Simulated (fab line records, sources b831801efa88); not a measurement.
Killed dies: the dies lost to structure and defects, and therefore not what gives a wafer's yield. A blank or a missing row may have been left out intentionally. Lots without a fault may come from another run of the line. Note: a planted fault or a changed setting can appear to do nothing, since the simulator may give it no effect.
Struck lot and sound lot, side by side :: flow sky130 :: 16 out of 708 route steps
Sound: the wafers L657.2, L657.3, L657.4. The struck wafers were L665.2, L665.3, L665.4. The cause comes at the end.
For every step that has rows: the tool of each side, followed by ch and its chambers, followed by its first start. Under that, the readings that differ: sound wafers :: struck wafers :: difference of the means :: sigmas: that difference in standard deviations of wafers without a fault.
alike: a reading whose means differ by less than 2 such deviations, as well as words and numbers matching on both sides. not compared: withheld readings; readings where some wafer has no value; bounds like >300 that might hide an equal value; numbers whose values overlap and for which the record gives no deviation.
Wherever a step has rows on one side only, a row that says differs or no value, or a row with sigmas, the two part there. When numbers do not overlap yet have no deviation, they are printed without sigmas and do not part them. A reading that every wafer of one side lacks parts them only if that side has two wafers or more.

first, 1 step without rows for these wafers: SKY_VIA4_HDPCVD_00 (deposits SiO2, target thk 1750 nm, time 291.7 s).
SKY_VIA4_THK_MEAS_01:
  sound on filmMetro-04 at day 42 20:25; struck on filmMetro-04 at day 45 00:16
  alike: VIA4_HDPCVD_THK
SKY_VIA4_CMP_02: polishes SiO2.
  sound on cmp-01 ch 1,2,3, day 42 20:28; struck on cmp-02 ch 0,1,3, day 45 00:19
  alike: edgeZonePressureFrac, motorCurrentA
SKY_VIA4_BOW_MEAS_03:
  sound on filmMetro-04 at day 42 20:47; struck on filmMetro-02 at day 45 00:38
  alike: VIA4_BOW
then, 7 steps without rows for these wafers: SKY_VIA4_DEHYDRATE_04 (time 60 s); SKY_VIA4_HMDS_05 (prime time 60 s); SKY_VIA4_COAT_06 (resist thk 1140 nm); SKY_VIA4_SOFTBAKE_07 (time 60 s); SKY_VIA4_EXPOSE_08 (exposes mask VIM4, target cd 800 nm); SKY_VIA4_PEB_09; SKY_VIA4_DEVELOP_10 (develop time 60 s).
SKY_VIA4_OVL_MEAS_11:
  sound on overlay-01 at day 43 19:42; struck on overlay-02 at day 45 22:39
  alike: VIA4_OVL
SKY_VIA4_ETCH_12: etches SiO2 in C4F8/O2/Ar, stops on TiN, target depth 580 nm.
  sound on rieDiel-01 ch 1,2,3, day 43 19:44; struck on rieDiel-01 ch 0,2,3, day 45 22:41
reading: rfFwdPowerW (W)
sound: 1498 1479 1493
struck: 1252 1259 1255
difference: -235
sigmas: -44

reading: model.NOVOLAK_of_VIA4_COAT_06.thkNm (nm)
sound: 1004 1009 1004
struck: 1019 1015 1017
difference: +11
sigmas: 
  alike: oesProductAu
SKY_VIA4_STRIP_13: strips in O2/N2.
  sound on plasmaAsher-03 ch 0,1, day 43 19:48; struck on plasmaAsher-02 ch 0,1, day 45 22:46
reading: stripTimeToEndpointS (s)
sound: 12.78 12.79 12.79
struck: 12.90 12.86 12.86
difference: +0.09
sigmas: +3
  alike: drypumpMotorCurrentA, oesProductAu
  not compared: rfHoursCounterH
then, 1 step without rows for these wafers: SKY_VIA4_STRIP_14 (strips in post etch residue remover, time 1200 s).
-- the record jumps here: 3 days lie between the struck wafers' starts before and after (it left off in module VIA4 and takes up again in module PAD_OPEN, whose first step shown is number 708 of the route) --
SKY_PAD_OPEN_PROBE_99:
  sound on prober-02 at day 46 17:31; struck on prober-02 at day 48 15:23
reading: killed_at_M4_up
sound: 7 3 4
struck: 29 1 5
difference: +7
sigmas: +4
  alike: defectLimitedYield, killed_at_M0_to_M3, killedAtContacts, killedAtFrontEnd, killedAtOther, killedDies, killedOpen, killedShort, model.etest.tester.sort_bin_4_pct
  not compared: model.etest.tester.sortNPass, model.etest.tester.sortYieldPct, model.etest.tester.sort_bin_5_pct, model.etest.via4Chain.rcOhm, model.etest.tester.sort_bin_8_pct

== WHERE THEY PART ==
First at SKY_VIA4_ETCH_12; last, within this record, at SKY_PAD_OPEN_PROBE_99.

WHY: the cause the simulator had injected
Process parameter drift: rieDiel-01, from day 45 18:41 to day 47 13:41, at SKY_VIA4_ETCH_12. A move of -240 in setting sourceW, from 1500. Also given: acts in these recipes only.
